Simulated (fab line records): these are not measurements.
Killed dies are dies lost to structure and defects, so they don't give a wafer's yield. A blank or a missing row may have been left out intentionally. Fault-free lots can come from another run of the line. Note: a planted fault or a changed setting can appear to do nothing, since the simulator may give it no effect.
Which of the tools did it? ; flow sky130 ; 6 lots, 18 wafers sampled, at 2 steps of a route of 708

== WHAT THE GAUGES READ, wafer by wafer ==
SKY_FIELD_ISO_THK_MEAS_02.
lot;measured;on;FIELD_ISO_OXIDATION_00_THK (nm)
L326;day 1 17:26;filmMetro-03;12.28 12.10 12.51
L329;day 2 07:44;filmMetro-03;12.32 12.30 12.43
L332;day 2 22:50;filmMetro-01;12.29 12.21 12.18
L336;day 3 19:19;filmMetro-03;11.98 12.31 12.00
L343;day 5 06:48;filmMetro-01;10.13 10.15 10.21
L345;day 5 17:52;filmMetro-02;12.42 12.57 12.39

== WHICH TOOL RAN EACH LOT (tool, then ch and the chambers of the sampled wafers, then the start) ==
lot;SKY_FIELD_ISO_OXIDATION_01
L326;furnace-01 ch 0, day 1 15:55
L329;furnace-01 ch 0, day 2 06:14
L332;furnace-02 ch 0, day 2 21:19
L336;furnace-02 ch 0, day 3 17:48
L343;furnace-01 ch 0, day 5 05:17
L345;furnace-02 ch 0, day 5 16:19
- SKY_FIELD_ISO_OXIDATION_01: stabilise 600 s, purge 300 s, target thk 12 nm.

== THE ANSWER, worked out from the rows above alone ==
Rule: the lots themselves supply what counts as usual. The widest of any qualifying gaps counts: lots, ordered by their means at a reading, are off when they make up no more than a third of the lots, leave a main group of 4 or more, and stand apart from it by 3 or more times the standard deviation of that group's means. A main group is skipped when, at the precision printed for the reading in the tables above, its means are all equal. Also off: a lot with no number at a reading for which 4 or more lots have one. Any other lot the step has rows for is counted as sound.
Off: L343, at SKY_FIELD_ISO_THK_MEAS_02 (FIELD_ISO_OXIDATION_00_THK). Mean 12.29 nm and standard deviation 0.12 in the main group.
A tool fits if, at a process step before that reading, it ran every lot that is off, and no sound lot after the first of them. Those tools and the gauges at SKY_FIELD_ISO_THK_MEAS_02 are tried in the same way. Can't be told from this: 2 tools fit, furnace-01 at SKY_FIELD_ISO_OXIDATION_01, filmMetro-01 at SKY_FIELD_ISO_THK_MEAS_02.

== WHAT THE SIMULATOR PUT IN ==
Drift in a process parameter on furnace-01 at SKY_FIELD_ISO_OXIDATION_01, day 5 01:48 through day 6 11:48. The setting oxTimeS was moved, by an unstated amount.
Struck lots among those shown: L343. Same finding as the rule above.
